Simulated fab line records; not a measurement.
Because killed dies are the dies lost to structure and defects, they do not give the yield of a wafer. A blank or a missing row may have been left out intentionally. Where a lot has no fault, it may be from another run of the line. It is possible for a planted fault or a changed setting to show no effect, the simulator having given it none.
Chamber matching / flow sfq-line / cmp-01 running SFQ_TRILAYER_A5B_CMP_CMP_130: 4 sister chambers
The step polishes, stops on Nb, target thk 340.7 nm. 8 wafers are shown with their chamber, then 9 later ones without.

## WAFERS PAIRED WITH THEIR CHAMBERS
wafer=L558.2; chamber=1; motor-current-A (A)=10.9; head-pressure-psi (psi)=2.995
wafer=L560.2; chamber=2; motor-current-A (A)=8.9; head-pressure-psi (psi)=3.011
wafer=L560.6; chamber=0; motor-current-A (A)=9.7; head-pressure-psi (psi)=3.010
wafer=L561.4; chamber=2; motor-current-A (A)=9.1; head-pressure-psi (psi)=3.004
wafer=L561.1; chamber=0; motor-current-A (A)=9.8; head-pressure-psi (psi)=3.012
wafer=L562.1; chamber=3; motor-current-A (A)=10.5; head-pressure-psi (psi)=2.998
wafer=L562.4; chamber=1; motor-current-A (A)=11.3; head-pressure-psi (psi)=3.001
wafer=L562.5; chamber=3; motor-current-A (A)=10.1; head-pressure-psi (psi)=2.997

## WAFERS WITH NO CHAMBER GIVEN
wafer=L564.1; motor-current-A (A)=11.5; head-pressure-psi (psi)=2.985
wafer=L564.2; motor-current-A (A)=10.4; head-pressure-psi (psi)=3.007
wafer=L564.4; motor-current-A (A)=9.3; head-pressure-psi (psi)=3.001
wafer=L566.1; motor-current-A (A)=10.8; head-pressure-psi (psi)=3.017
wafer=L566.3; motor-current-A (A)=10.1; head-pressure-psi (psi)=3.000
wafer=L566.5; motor-current-A (A)=9.7; head-pressure-psi (psi)=3.001
wafer=L579.1; motor-current-A (A)=9.9; head-pressure-psi (psi)=2.991
wafer=L579.3; motor-current-A (A)=10.1; head-pressure-psi (psi)=3.001
wafer=L579.6; motor-current-A (A)=9.4; head-pressure-psi (psi)=2.991

## EACH ONE'S CHAMBER
wafer=L564.1; from the rows above=1; in truth=1
wafer=L564.2; from the rows above=can't be placed: 3 or 0 or 1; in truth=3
wafer=L564.4; from the rows above=can't be placed: 2 or 0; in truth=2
wafer=L566.1; from the rows above=can't be placed: 0 or 1 or 3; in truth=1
wafer=L566.3; from the rows above=3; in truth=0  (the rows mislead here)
wafer=L566.5; from the rows above=can't be placed: 3 or 0 or 2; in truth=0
wafer=L579.1; from the rows above=3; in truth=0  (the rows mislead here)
wafer=L579.3; from the rows above=can't be placed: 3 or 0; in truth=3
wafer=L579.6; from the rows above=can't be placed: 3 or 2 or 0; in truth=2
Correct placement for 1 of the 9. Cannot be placed on the basis of these rows: 6; the candidates contain the true chamber in 6. 2 placed wrongly.
How it was worked out, from the rows above alone: a wafer's distance from a chamber is the root of the sum, over the readings, of the square of ((its reading less the chamber's mean) divided by the reading's scatter). The wafer belongs to the nearest chamber; if the next one is less than 2 further off, it can't be placed. For every chamber, the mean is computed from those of its wafers that are shown. The scatter is the square root of a quotient: the sum, over the shown wafers, of each reading's squared deviation from its chamber's mean, divided by wafers minus chambers.
